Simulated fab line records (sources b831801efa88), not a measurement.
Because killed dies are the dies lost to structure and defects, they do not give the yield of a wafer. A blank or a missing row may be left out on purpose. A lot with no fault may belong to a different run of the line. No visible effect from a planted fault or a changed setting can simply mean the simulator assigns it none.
A lot that was struck, set against a sound lot	flow sky130	23 steps out of a route of 708
Sound: wafers L822.1, L822.3, L822.5. Wafers struck: L836.1, L836.3, L836.4. At the end, the cause is stated.
Per side, at each step with rows, come the tool, then ch with its chambers, and then its first start. Under that, the readings that differ: sound wafers	struck wafers	difference of the means	sigmas: that difference in standard deviations of wafers without a fault.
alike: words and numbers the same on both sides, and readings whose means are apart by under 2 such deviations; not compared: readings that were withheld, readings missing a value for some wafer, numbers with overlapping values and no deviation given by the record, and bounds like >300 which may hide the same value.
The two part at a step that has a row with sigmas, a row that says differs or no value, or rows on one side only. When numbers do not overlap yet have no deviation, they are printed without sigmas and do not part them. A reading that every wafer of one side lacks parts them only if that side has two wafers or more.

first, 6 steps without rows for these wafers: SKY_VT_ADJUST_LVTN_HMDS_12 (prime time 60 s); SKY_VT_ADJUST_LVTN_COAT_13 (resist thk 1140 nm); SKY_VT_ADJUST_LVTN_SOFTBAKE_14 (time 60 s); SKY_VT_ADJUST_LVTN_EXPOSE_15 (exposes mask HVN STD DERIVED, target cd 600 nm); SKY_VT_ADJUST_LVTN_PEB_16; SKY_VT_ADJUST_LVTN_DEVELOP_17 (develop time 60 s).
SKY_VT_ADJUST_LVTN_OVL_MEAS_18:
  sound on overlay-01, day 9 19:36; struck on overlay-02, day 13 14:30
  alike: VT_ADJUST_LVTN_01_OVL
next, for these wafers, 1 step has no rows: SKY_VT_ADJUST_LVTN_IMPLANT_19.
SKY_VT_ADJUST_LVTN_STRIP_20: strips in O2/N2.
  sound on plasmaAsher-03 ch 0,1, day 9 19:47; struck on plasmaAsher-02 ch 0,1, day 13 14:41
  alike: chamberPressureMTorr, drypumpMotorCurrentA, oesProductAu, stripTimeToEndpointS
  not compared: rfHoursCounterH
SKY_VT_ADJUST_LVTN_TW_MEAS_21:
  sound on filmMetro-03, day 9 19:53; struck on filmMetro-01, day 13 14:47
  alike: VT_ADJUST_LVTN_2_TW
then, 2 steps without rows for these wafers: SKY_VT_ADJUST_NCORE_DEHYDRATE_00 (time 60 s); SKY_VT_ADJUST_NCORE_HMDS_01 (prime time 60 s).
SKY_VT_ADJUST_NCORE_COAT_02: resist thk 1140 nm.
  sound on lithoTrack-01 ch 0, day 10 06:44; struck on lithoTrack-02 ch 0, day 14 03:39
reading	sound	struck	difference	sigmas
dispensePressureKPa (kPa)	54.7 54.7 54.7	47.9 47.9 47.9	-6.8	-3
spinSpeedRpm (rpm)	2999.3 3000.7 2999.6	2646.5 2642.8 2647.3	-354.3	-99 or more
model.NOVOLAK_of_VT_ADJUST_NCORE_COAT_02.thkNm (nm)	1138 1136 1136	1213 1216 1217	+79	
  alike: chillPlateTempC, resistLineTempC
then, 3 steps without rows for these wafers: SKY_VT_ADJUST_NCORE_SOFTBAKE_03 (time 60 s); SKY_VT_ADJUST_NCORE_EXPOSE_04 (exposes mask LVTN COMPLEMENT THIN, target cd 380 nm); SKY_VT_ADJUST_NCORE_PEB_05.
SKY_VT_ADJUST_NCORE_DEVELOP_06: develop time 60 s.
  sound on lithoTrack-02 ch 0, day 10 18:12; struck on lithoTrack-02 ch 0, day 14 16:24
reading	sound	struck	difference	sigmas
model.NOVOLAK_of_VT_ADJUST_NCORE_COAT_02.thkNm (nm)	1138 1136 1135	1213 1215 1216	+78	
  alike: chillPlateTempC, resistLineTempC
SKY_VT_ADJUST_NCORE_CD_MEAS_07: the cd target is 380 nm.
  sound on cdSem-01, day 10 18:21; struck on cdSem-01, day 14 16:33
  alike: cdNm
SKY_VT_ADJUST_NCORE_OVL_MEAS_08:
  sound on overlay-02, day 10 18:28; struck on overlay-01, day 14 16:40
  alike: VT_ADJUST_NCORE_OVL
next, for these wafers, 1 step has no rows: SKY_VT_ADJUST_NCORE_IMPLANT_09.
SKY_VT_ADJUST_NCORE_STRIP_10: strips in O2/N2.
  sound on plasmaAsher-01 ch 0,1, day 10 18:40; struck on plasmaAsher-01 ch 0,1, day 14 16:52
reading	sound	struck	difference	sigmas
stripTimeToEndpointS (s)	14.16 14.13 14.13	15.00 15.03 15.04	+0.88	+21
  alike: chamberPressureMTorr, drypumpMotorCurrentA, oesProductAu
  not compared: rfHoursCounterH
SKY_VT_ADJUST_NCORE_TW_MEAS_11:
  sound on filmMetro-03, day 10 18:46; struck on filmMetro-04, day 14 16:58
  alike: VT_ADJUST_NCORE_TW
-- the record jumps here: 36 days lie between the struck wafers' starts before and after (it left off in module VT_ADJUST_NCORE and takes up again in module PAD_OPEN, whose first step shown is number 708 of the route) --
SKY_PAD_OPEN_PROBE_99:
  sound on prober-01, day 47 22:17; struck on prober-01, day 50 13:20
  alike: killed_at_M0_to_M3, killed_at_M4_up, killedAtContacts, killedAtFrontEnd, killedAtOther, killedDies, killedOpen, killedShort

WHERE THEY PART
First at SKY_VT_ADJUST_NCORE_COAT_02; last, within this record, at SKY_VT_ADJUST_NCORE_STRIP_10. Later steps at which nothing parts them and some readings are alike: SKY_VT_ADJUST_NCORE_TW_MEAS_11, SKY_PAD_OPEN_PROBE_99.

WHY: the cause the simulator had injected
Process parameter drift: lithoTrack-02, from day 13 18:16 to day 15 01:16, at SKY_VT_ADJUST_NCORE_COAT_02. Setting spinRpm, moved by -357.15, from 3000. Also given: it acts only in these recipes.
